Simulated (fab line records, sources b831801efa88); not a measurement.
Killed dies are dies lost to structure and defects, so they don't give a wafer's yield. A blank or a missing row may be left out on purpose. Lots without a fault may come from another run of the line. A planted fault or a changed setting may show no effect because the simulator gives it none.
A struck lot beside a sound one | flow gf180mcu | 13 steps out of a route of 602
Sound: wafers L547.1, L547.2, L547.3. Struck: wafers L551.2, L551.3, L551.6. The cause comes at the end.
At each step with rows: each side's tool, then ch and its chambers, then its first start. Under that, the readings that differ: sound wafers | struck wafers | difference of the means | sigmas: that difference in standard deviations of wafers without a fault.
alike: readings whose means differ by less than 2 such deviations, and words and numbers that are the same on both sides. not compared: withheld readings, readings that some wafer has no value for, bounds like >300 that may hide the same value, and numbers for which the record gives no deviation and whose values overlap.
The two part at a step that has a row with sigmas, a row that says differs or no value, or rows on one side only. Numbers that don't overlap but have no deviation are shown without sigmas and don't part them. A reading that every wafer of one side lacks parts them only if that side has two wafers or more.

GF_SAB_OVL_MEAS_10:
  sound on overlay-01, day 14 22:29; struck on overlay-01, day 16 12:26
  alike: SAB_OVL
GF_SAB_ETCH_11: etches SiO2 in C4F8/O2/Ar, target depth 55 nm, time 8.5 s.
  sound on rie_diel-01 ch 0,1,2, day 14 22:31; struck on rie_diel-01 ch 0,1,3, day 16 12:28
  alike: oes_product_au
  not compared: rf_hours_counter_h
then, 1 step without rows for these wafers: GF_SAB_WET_ETCH_12 (etches SiO2 in dHF, target depth 22 nm, time 440 s).
GF_SAB_STRIP_13: strips in O2/N2.
  sound on plasma_asher-02 ch 0,1, day 14 22:41; struck on plasma_asher-02 ch 1, day 16 12:37
  alike: drypump_motor_current_A, heater_power_w, oes_product_au, platen_temp_c, strip_time_to_endpoint_s
  not compared: rf_hours_counter_h
then, 2 steps without rows for these wafers: GF_SALICIDE_CLEAN_00 (cleans in SC1/SC2, time 150 s); GF_SALICIDE_WET_ETCH_01 (etches SiO2 in dHF, target depth 5 nm, time 100 s).
GF_SALICIDE_SPUTTER_02: material Co, target thk 10 nm, time 20 s.
  sound on pvd_sputter-01, day 14 22:52; struck on pvd_sputter-02, day 16 12:49
  alike: throttle_valve_pct
GF_SALICIDE_SPUTTER_03: material TiN, target thk 20 nm, time 16.7 s.
  sound on pvd_sputter-01, day 14 22:54; struck on pvd_sputter-02, day 16 12:50
  alike: throttle_valve_pct
GF_SALICIDE_RS_MEAS_04: measures by four-point-probe.
  sound on film_metro-04, day 14 22:55; struck on film_metro-01, day 16 12:53
  alike: SALICIDE_TIN_RS
GF_SALICIDE_THK_MEAS_05: measures by xrf.
  sound on film_metro-04, day 14 23:02; struck on film_metro-01, day 16 13:00
  alike: SALICIDE_TIN_THK
GF_SALICIDE_RTA_06: time 30 s.
  sound on rtp_anneal-02 ch 0, day 14 23:06; struck on rtp_anneal-02 ch 0, day 16 13:04
  alike: anneal_temp_c_max, chamber_o2_ppm, lamp_power_pct, wafer_temp_C_max
then, 1 step without rows for these wafers: GF_SALICIDE_WET_ETCH_07 (etches the open film in SPM, target depth 120 nm).
GF_SALICIDE_RTA_08: time 30 s.
  sound on rtp_anneal-01 ch 0, day 14 23:18; struck on rtp_anneal-01, day 16 13:16
  no value came back on the struck wafers for anneal_temp_c_max, chamber_o2_ppm, lamp_power_pct (%), wafer_temp_C_max; on the sound wafers anneal_temp_c_max reads 802.8 803.1 803.4

WHERE THEY PART
Only at GF_SALICIDE_RTA_08, within this record.

WHY: what the simulator had put in
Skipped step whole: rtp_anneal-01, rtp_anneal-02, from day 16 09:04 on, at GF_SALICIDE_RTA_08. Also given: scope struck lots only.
